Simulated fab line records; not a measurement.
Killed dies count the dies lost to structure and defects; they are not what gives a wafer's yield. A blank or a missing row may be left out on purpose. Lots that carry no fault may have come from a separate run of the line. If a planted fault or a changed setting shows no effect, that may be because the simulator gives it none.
A single fault, viewed from 2 desks :: flow sky130 :: numbers are kept per desk, each desk with only its own; the story behind them comes last

## METROLOGY DESK
What the gauges read, lot by lot, whatever tool the lot ran on: means of the sampled wafers that have a number. Marked OUT: a lot whose mean sits more than 4 standard deviations from the usual mean, which makes it out of limits; the brackets give that distance.
Columns: A = VIA3_OVL at SKY_VIA3_OVL_MEAS_13, usual 4 nm; B = CAP2M_CVD_00_THK at SKY_CAP2M_THK_MEAS_01, usual 15.54 nm
lot: L131
first seen here: day 40 02:48
A: 5
B: 15.54

lot: L132
first seen here: day 40 14:47
A: 1
B: 15.92

lot: L135
first seen here: day 41 02:14
A: 5
B: 15.83

lot: L136
first seen here: day 41 14:39
A: -3
B: 15.50

lot: L138
first seen here: day 41 21:20
A: 4
B: 15.59

lot: L139
first seen here: day 42 04:46
A: 6
B: 15.68

lot: L141
first seen here: day 42 16:42
A: 8
B: 15.59

lot: L142
first seen here: day 43 04:27
A: -4
B: 15.46

lot: L143
first seen here: day 43 11:42
A: 4
B: 15.47

lot: L144
first seen here: day 43 14:51
A: 7
B: 15.59

lot: L145
first seen here: day 43 18:48
A: 4
B: 15.46

lot: L146
first seen here: day 44 04:47
A: -1
B: 15.62

lot: L147
first seen here: day 44 09:09
A: 8
B: 15.54
This desk's finding: nothing out of limits on any of the 13 lots.

## AT THE TOOL OWNER'S DESK: lithoTrack-03
The tool's own readings at SKY_VIA3_DEVELOP_11 (develop time 60 s): means of the sampled wafers that have a number, for each lot that ran on this tool. Marked OUT: a lot whose mean sits more than 4 standard deviations from the usual mean, which makes it out of limits; the brackets give that distance.
Columns: A = developerTempC at SKY_VIA3_DEVELOP_11, usual 21.01 C; B = resistLineTempC at SKY_VIA3_DEVELOP_11, usual 22.98 C
lot: L131
first seen here: day 40 02:00
A: 21.10
B: 23.05

lot: L136
first seen here: day 41 14:00
A: 20.99
B: 23.06

lot: L141
first seen here: day 42 16:00
A: 21.06
B: 23.20

lot: L142
first seen here: day 43 04:00
A: 21.09
B: 23.01

lot: L144
first seen here: day 43 14:00
A: 20.93
B: 23.09

lot: L145
first seen here: day 43 18:00
A: 20.19 (-6.8) OUT
B: 23.01

lot: L147
first seen here: day 44 08:00
A: 20.23 (-6.5) OUT
B: 22.98
Finding of this desk: L145, L147 out of limits; the first was L145 at day 43 18:00, on developerTempC at SKY_VIA3_DEVELOP_11. Within limits: L131, L136, L141, L142, L144.

## TAKEN TOGETHER
An alarm could have come from the tool owner's desk at day 43 18:00, on L145, L147.
From the metrology desk's view, nothing was out of limits.
The metrology desk holds a record of L145, L147, inside its limits.
On lithoTrack-03, each named lot ran SKY_VIA3_DEVELOP_11.

## WHAT THE SIMULATOR PUT IN
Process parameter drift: lithoTrack-03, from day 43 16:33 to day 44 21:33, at SKY_VIA3_DEVELOP_11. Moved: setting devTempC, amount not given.
Struck lots among those shown: L145, L147.
How many hours passed from the start of the fault until each desk's first out-of-limits reading: the tool owner's desk, 1.
